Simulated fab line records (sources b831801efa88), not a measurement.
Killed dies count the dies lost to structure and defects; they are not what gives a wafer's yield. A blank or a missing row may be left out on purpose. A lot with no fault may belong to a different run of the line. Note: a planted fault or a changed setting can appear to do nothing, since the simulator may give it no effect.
A struck lot beside a sound one + flow gf180mcu + 16 steps out of a route of 602
Sound: wafers L727.4, L727.5, L727.6. Struck: wafer L737.3. (L737.2, L737.6 of the same lot were not struck and are left out.) The cause comes at the end.
For every step that has rows: the tool of each side, followed by ch and its chambers, followed by its first start. Under that, the readings that differ: sound wafers + struck wafers + difference of the means + sigmas: that difference in standard deviations of wafers without a fault.
alike: words and numbers the same on both sides, and readings whose means are apart by under 2 such deviations; not compared: readings that were withheld, readings missing a value for some wafer, numbers with overlapping values and no deviation given by the record, and bounds like >300 which may hide the same value.
A row with sigmas, a row that says differs or no value, or rows on one side alone: a step with any of these is where the two part. Numbers that don't overlap but have no deviation are shown without sigmas and don't part them. A reading missing from all wafers of one side parts the sides only when that side holds two or more wafers.

first, 1 step without rows for these wafers: GF_STI_OXIDATION_01 (stabilise 600 s, purge 300 s, target thk 10 nm).
GF_STI_THK_MEAS_02:
  sound on film metro-02, day 2 02:32; struck on film metro-03, day 4 05:22
| reading                | sound          | struck | difference | sigmas |
|------------------------|----------------|--------|------------|--------|
| STI_OXIDATION_THK (nm) | 9.78 9.73 9.73 | 10.14  | +0.39      | +2     |
then, 1 step without rows for these wafers: GF_STI_CVD_03 (deposits Si3N4 from DCS/NH3, target thk 207.16 nm, time 3551 s).
GF_STI_THK_MEAS_04:
  sound on film metro-01, day 2 04:35; struck on film metro-01, day 4 07:25
  alike: STI_CVD_03_THK
then, 7 steps without rows for these wafers: GF_STI_DEHYDRATE_05 (time 60 s); GF_STI_HMDS_06 (prime time 60 s); GF_STI_COAT_07 (resist thk 700 nm); GF_STI_SOFTBAKE_08 (time 60 s); GF_STI_EXPOSE_09 (exposes mask COMP, target cd 220 nm); GF_STI_PEB_10 (peb time 90 s); GF_STI_DEVELOP_11 (develop time 60 s).
GF_STI_CD_MEAS_12 targets a cd of 220 nm.
  sound on cd sem-01, day 2 16:34; struck on cd sem-02, day 4 21:01
| reading    | sound             | struck | difference | sigmas |
|------------|-------------------|--------|------------|--------|
| cd nm (nm) | 217.9 217.1 217.2 | 220.6  | +3.2       | +2     |
GF_STI_ETCH_13: etches the open film in CHF3/O2, stops on Si, target depth 282.31 nm, time 112.9 s.
  sound on rie diel-04 ch 1,2, day 2 16:37; struck on rie diel-04 ch 2, day 4 21:07
| reading                              | sound             | struck | difference | sigmas |
|--------------------------------------|-------------------|--------|------------|--------|
| bias w (W)                           | 199.4 200.0 199.5 | 180.5  | -19.1      | -35    |
| model.KrF_of_STI_COAT_07.thk nm (nm) | 442.3 438 441.9   | 448    | +7         |        |
  alike: drypump motor current A, oes product au, throttle valve pct
  not compared: rf hours counter h
GF_STI_ETCH_14: etches Si in HBr/Cl2/O2, target depth 360 nm, time 102.9 s.
  sound on rie si-02 ch 0,1,2, day 2 16:44; struck on rie si-02 ch 1, day 4 21:11
| reading                              | sound             | struck | difference                   | sigmas |
|--------------------------------------|-------------------|--------|------------------------------|--------|
| rf hours counter h (h)               | - - -             | 99     | no value on the sound wafers |        |
| model.KrF_of_STI_COAT_07.thk nm (nm) | 321.5 315.7 318.8 | 329.2  | +10.5                        |        |
  alike: bias w, drypump motor current A, mfc cl2 sccm, oes product au, throttle valve pct
GF_STI_STRIP_15: strips in O2/N2.
  sound on plasma asher-04 ch 0,1, day 2 16:49; struck on plasma asher-02 ch 1, day 4 21:16
| reading                      | sound          | struck | difference | sigmas |
|------------------------------|----------------|--------|------------|--------|
| strip time to endpoint s (s) | 3.76 3.69 3.72 | 3.85   | +0.13      | +3     |
  alike: drypump motor current A, heater power w, oes product au
  not compared: rf hours counter h
next, for these wafers, 1 step has no rows: GF_PASSIVATION_PROBE_99.

## WHERE THEY PART
At GF_STI_THK_MEAS_02 first; at GF_STI_STRIP_15 last (within this record only).

WHY: what had been put in by the simulator
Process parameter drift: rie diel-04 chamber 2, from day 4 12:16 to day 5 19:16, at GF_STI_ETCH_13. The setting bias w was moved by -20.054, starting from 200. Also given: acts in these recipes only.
